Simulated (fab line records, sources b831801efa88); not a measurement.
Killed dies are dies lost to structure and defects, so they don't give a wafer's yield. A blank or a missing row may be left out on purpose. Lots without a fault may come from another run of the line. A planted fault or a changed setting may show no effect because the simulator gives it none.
A sampling plan put to the test | flow gf180mcu | one fab line, 3 faults that these records tell of, each judged on the records of the lots that it struck
The plan is the line's own looks: the steps of the route at which a gauge or an inspection reads the wafer and doesn't change it. A look can be judged if struck wafers have a number there and the file gives its usual mean and standard deviation on fault-free wafers. Caught: at a look after the fault's first step, the mean of the struck wafers lies 4 or more of those standard deviations (sigma) from the usual mean. On the tool: the same test on the tool's own readings at the fault's steps. Another recipe on the struck wafers, or a record that is blank for them alone, also counts as caught.

THE FAULTS, as the simulator had put them in
1. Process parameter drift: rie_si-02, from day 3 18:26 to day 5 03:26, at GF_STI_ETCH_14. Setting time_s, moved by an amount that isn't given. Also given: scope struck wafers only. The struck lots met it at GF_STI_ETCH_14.
2. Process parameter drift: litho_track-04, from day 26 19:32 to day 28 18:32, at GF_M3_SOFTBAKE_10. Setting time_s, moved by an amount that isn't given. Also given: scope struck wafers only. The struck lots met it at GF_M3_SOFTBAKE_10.
3. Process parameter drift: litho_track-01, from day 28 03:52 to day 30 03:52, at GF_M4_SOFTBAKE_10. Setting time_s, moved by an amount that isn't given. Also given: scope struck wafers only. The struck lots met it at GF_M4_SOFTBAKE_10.

WHAT THE PLAN SAW
fault | on the tool itself     | first look that catches it     | reading, sigma | median hours from its first step to that look | hours from the fault's start to the first struck lot there | judged looks passed uncaught
1     | run_length_s +14 sigma | no look after it can be judged | -              | -                                             | -                                                          | 0
2     | run_length_s +27 sigma | no look after it can be judged | -              | -                                             | -                                                          | 0
3     | run_length_s +31 sigma | no look after it can be judged | -              | -                                             | -                                                          | 0
A dash: the fault isn't caught, or these records don't give the number.

Caught at a look: 0 of 3. Caught on the tool: 3 of 3. By one or the other: 3 of 3.
Caught on the tool alone: faults 1, 2, 3.
